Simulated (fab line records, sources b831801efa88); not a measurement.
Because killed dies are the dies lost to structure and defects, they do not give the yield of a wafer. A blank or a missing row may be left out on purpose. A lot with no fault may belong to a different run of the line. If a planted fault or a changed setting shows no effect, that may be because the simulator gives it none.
Struck lot and sound lot, side by side / flow sky130 / 40 out of 708 route steps
Sound: these wafers, L305.4, L305.5, L305.6. Wafers struck: L300.1, L300.3, L300.4. The cause is named last.
At each step with rows: each side's tool, then ch and its chambers, then its first start. Under that, the readings that differ: sound wafers / struck wafers / difference of the means / sigmas: that difference in standard deviations of wafers without a fault.
alike: same words and numbers on both sides, and readings whose means sit less than 2 such deviations apart. not compared: any withheld reading, any reading some wafer has no value for, any bound like >300 that may hide the same value, and any number with overlapping values for which the record gives no deviation.
A row with sigmas, a row that says differs or no value, or rows on one side alone: a step with any of these is where the two part. Numbers that have no deviation but don't overlap get no sigmas and don't part them. A reading that every wafer of one side lacks parts them only if that side has two wafers or more.

first, 7 steps without rows for these wafers: SKY_VIA3_ETCH_14 (etches BARC in N2/H2, stops on SiO2, time 45.9 s, target depth 60 nm); SKY_VIA3_ETCH_15 (etches SiO2 in C4F8/O2/Ar, stops on TiN, target depth 507 nm, time 81.07 s); SKY_VIA3_STRIP_16 (strips in O2/N2); SKY_VIA3_STRIP_17 (strips in post etch residue remover, time 1200 s); SKY_VIA3_CLEAN_18 (cleans in IPA, time 180 s); SKY_VIA3_CLEAN_19 (cleans in O3/DIW); SKY_VIA3_SPUTTER_20 (material TiN, target thk 20 nm, time 80 s).
SKY_VIA3_CVD_21: deposits W, target thk 390 nm, time 117.31 s.
  sound on cvd_w-01 ch 0,1, day 45 09:07; struck on cvd_w-02 ch 0,1, day 44 12:13
  alike: heater_power_w
SKY_VIA3_RS_MEAS_22: a four-point-probe measurement.
  sound on film_metro-02, day 45 09:16; struck on film_metro-04, day 44 12:20
  alike: VIA3_W_RS
SKY_VIA3_THK_MEAS_23: measures by xrf.
  sound on film_metro-02, day 45 09:21; struck on film_metro-04, day 44 12:28
  alike: VIA3_W_THK
SKY_VIA3_CMP_24: polishes, stops on SiO2, t overpolish 20 s, target thk 0 nm.
  sound on cmp-01 ch 2,3, day 45 09:26; struck on cmp-01 ch 0,1,3, day 44 12:34
reading=time_to_endpoint_s (s); sound=100.0 96.9 100.1; struck=94.5 93.1 93.7; difference=-5.2; sigmas=-2
  alike: motor_current_A, overpolish_run_s, retaining_ring_pressure_frac
then, 1 step without rows for these wafers: SKY_METAL4_SPUTTER_00 (material Ti, target thk 15 nm, time 10 s).
SKY_METAL4_SPUTTER_01: material TiN, target thk 20 nm, time 16.7 s.
  sound on pvd_sputter-02, day 45 09:42; struck on pvd_sputter-01, day 44 12:51
  no value came back on the struck wafers for cathode_dc_power_W (W), chamber_pressure_pa (Pa), throttle_valve_pct (%); on the sound wafers cathode_dc_power_W (W) reads 6499.1 6498.7 6499.2
then, 3 steps without rows for these wafers: SKY_METAL4_SPUTTER_02 (material AlCu, target thk 735 nm, time 39.1 s); SKY_METAL4_SPUTTER_03 (material Ti, target thk 5 nm, time 3.3 s); SKY_METAL4_SPUTTER_04 (material TiN, target thk 70 nm, time 58.3 s).
SKY_CAP2M_CVD_00: deposits SiO2, target thk 15.5 nm.
  sound on pecvd-04 ch 0,1, day 45 09:50; struck on pecvd-03 ch 0,2, day 44 12:59
  alike: heater_power_w
SKY_CAP2M_SPUTTER_02: material TiN, target thk 200 nm, time 166.7 s.
  sound on pvd_sputter-04, day 45 09:55; struck on pvd_sputter-04, day 44 13:04
  alike: cathode_dc_power_W, chamber_pressure_pa, throttle_valve_pct
then, 7 steps without rows for these wafers: SKY_CAP2M_DEHYDRATE_05 (time 60 s); SKY_CAP2M_HMDS_06 (prime time 60 s); SKY_CAP2M_COAT_07 (resist thk 1140 nm); SKY_CAP2M_SOFTBAKE_08 (time 60 s); SKY_CAP2M_EXPOSE_09 (exposes mask CAP2M, target cd 1000 nm); SKY_CAP2M_PEB_10; SKY_CAP2M_DEVELOP_11 (develop time 60 s).
SKY_CAP2M_OVL_MEAS_12:
  sound on overlay-01, day 46 06:14; struck on overlay-01, day 45 10:52
  alike: CAP2M_OVL
then, 1 step without rows for these wafers: SKY_CAP2M_METAL_ETCH_13 (etches TiN in Cl2/BCl3, stops on SiO2, target depth 220 nm, time 62.9 s).
SKY_CAP2M_STRIP_14: strips in O2/N2.
  sound on plasma_asher-01 ch 0,1, day 46 06:22; struck on plasma_asher-01 ch 0,1, day 45 10:59
  alike: drypump_motor_current_A, oes_product_au, strip_time_to_endpoint_s
  not compared: rf_hours_counter_h
then, 11 steps without rows for these wafers: SKY_CAP2M_STRIP_15 (strips in post etch residue remover, time 1200 s); SKY_CAP2M_CLEAN_16 (cleans in IPA, time 180 s); SKY_CAP2M_CLEAN_17 (cleans in O3/DIW); SKY_METAL4_DEHYDRATE_05 (time 60 s); SKY_METAL4_HMDS_06 (prime time 60 s); SKY_METAL4_COAT_07 (resist thk 60 nm); SKY_METAL4_COAT_08 (resist thk 1140 nm); SKY_METAL4_SOFTBAKE_09 (time 90 s); SKY_METAL4_EXPOSE_10 (exposes mask MM4, target cd 300 nm); SKY_METAL4_PEB_11; SKY_METAL4_DEVELOP_12 (develop time 60 s).
SKY_METAL4_METAL_ETCH_18: etches the open film in Cl2/BCl3, stops on SiO2, target depth 845 nm, time 183.1 s.
  sound on rie_metal-03 ch 0,1, day 46 22:56; struck on rie_metal-01 ch 0,1, day 46 08:59
reading=oes_product_au (a.u.); sound=0.872 0.866 0.865; struck=0.849 0.844 0.851; difference=-0.020; sigmas=-4
  alike: drypump_motor_current_A, throttle_valve_pct
  not compared: rf_hours_counter_h

## WHERE THEY PART
First at SKY_VIA3_CMP_24; last, within this record, at SKY_METAL4_METAL_ETCH_18.

WHY: what the simulator had put in
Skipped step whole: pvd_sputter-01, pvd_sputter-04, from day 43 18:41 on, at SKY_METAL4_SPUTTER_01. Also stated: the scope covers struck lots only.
